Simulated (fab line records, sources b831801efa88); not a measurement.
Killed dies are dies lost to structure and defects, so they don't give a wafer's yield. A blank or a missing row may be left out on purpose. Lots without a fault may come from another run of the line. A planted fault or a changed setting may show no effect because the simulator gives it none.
One fault seen from 2 desks | flow sky130 | each desk has only its own numbers; what lay behind them comes last

THE METROLOGY DESK
What the gauges read, lot by lot, whatever tool the lot ran on: means of the sampled wafers that have a number. A lot is out of limits, marked OUT, if its mean lies more than 4 standard deviations from the usual mean; the brackets give that distance.
Columns: A = LDD_P_TW at SKY_LDD_P_TW_MEAS_11, usual 629; B = cd_nm at SKY_SD_P_CD_MEAS_07, usual 380.6 nm; C = LOCAL_INTERCONNECT_TIN_RS at SKY_LOCAL_INTERCONNECT_RS_MEAS_01, usual 14.18 ohm/sq; D = LOCAL_INTERCONNECT_TIN_THK at SKY_LOCAL_INTERCONNECT_THK_MEAS_02, usual 99.2 nm
lot  | first seen here | A   | B     | C     | D
L858 | day 18 18:57    | 639 | 378.4 | 14.09 | 98.8
L866 | day 21 23:55    | 632 | 377.9 | 13.72 | 102.5
L868 | day 22 20:02    | 624 | 379.7 | 13.81 | 101.2
L872 | day 25 12:56    | 634 | 381.7 | 14.32 | 98.2
L871 | day 25 14:45    | 635 | 380.1 | 14.04 | 100.6
L874 | day 25 15:02    | 621 | 377.8 | 14.29 | 98.2
L873 | day 25 15:03    | 635 | 379.2 | 14.02 | 100.9
L875 | day 25 17:08    | 630 | 380.3 | 14.16 | 99.7
L878 | day 26 12:55    | 626 | 379.6 | 13.87 | 101.4
L879 | day 27 20:16    | 626 | 382.3 | 14.38 | 98.0
L881 | day 27 20:34    | 640 | 381.5 | 14.20 | 99.4
This desk's finding: nothing out of limits on any of the 11 lots.

THE TOOL OWNER'S DESK: pvd_sputter-02
The tool's own readings at SKY_LOCAL_INTERCONNECT_SPUTTER_00 (material TiN, target thk 100 nm, time 83.3 s): means of the sampled wafers that have a number, for each lot that ran on this tool. A lot is out of limits, marked OUT, if its mean lies more than 4 standard deviations from the usual mean; the brackets give that distance.
Columns: A = substrate_temp_c at SKY_LOCAL_INTERCONNECT_SPUTTER_00, usual 300.02 C; B = throttle_valve_pct at SKY_LOCAL_INTERCONNECT_SPUTTER_00, usual 30.5 %
lot  | first seen here | A      | B
L866 | day 31 20:35    | 300.01 | 31.2
L868 | day 32 15:55    | 299.93 | 30.4
L871 | day 35 03:55    | 299.97 | 30.7
L874 | day 35 04:37    | 299.93 | 31.0
L873 | day 35 06:20    | 299.92 | 30.1
L879 | day 37 03:40    | 299.83 | 30.5
This desk's finding: nothing out of limits on any of the 6 lots.

PUT TOGETHER
The metrology desk saw nothing out of limits.
The tool owner's desk saw nothing out of limits.

WHAT THE SIMULATOR HAD PUT IN
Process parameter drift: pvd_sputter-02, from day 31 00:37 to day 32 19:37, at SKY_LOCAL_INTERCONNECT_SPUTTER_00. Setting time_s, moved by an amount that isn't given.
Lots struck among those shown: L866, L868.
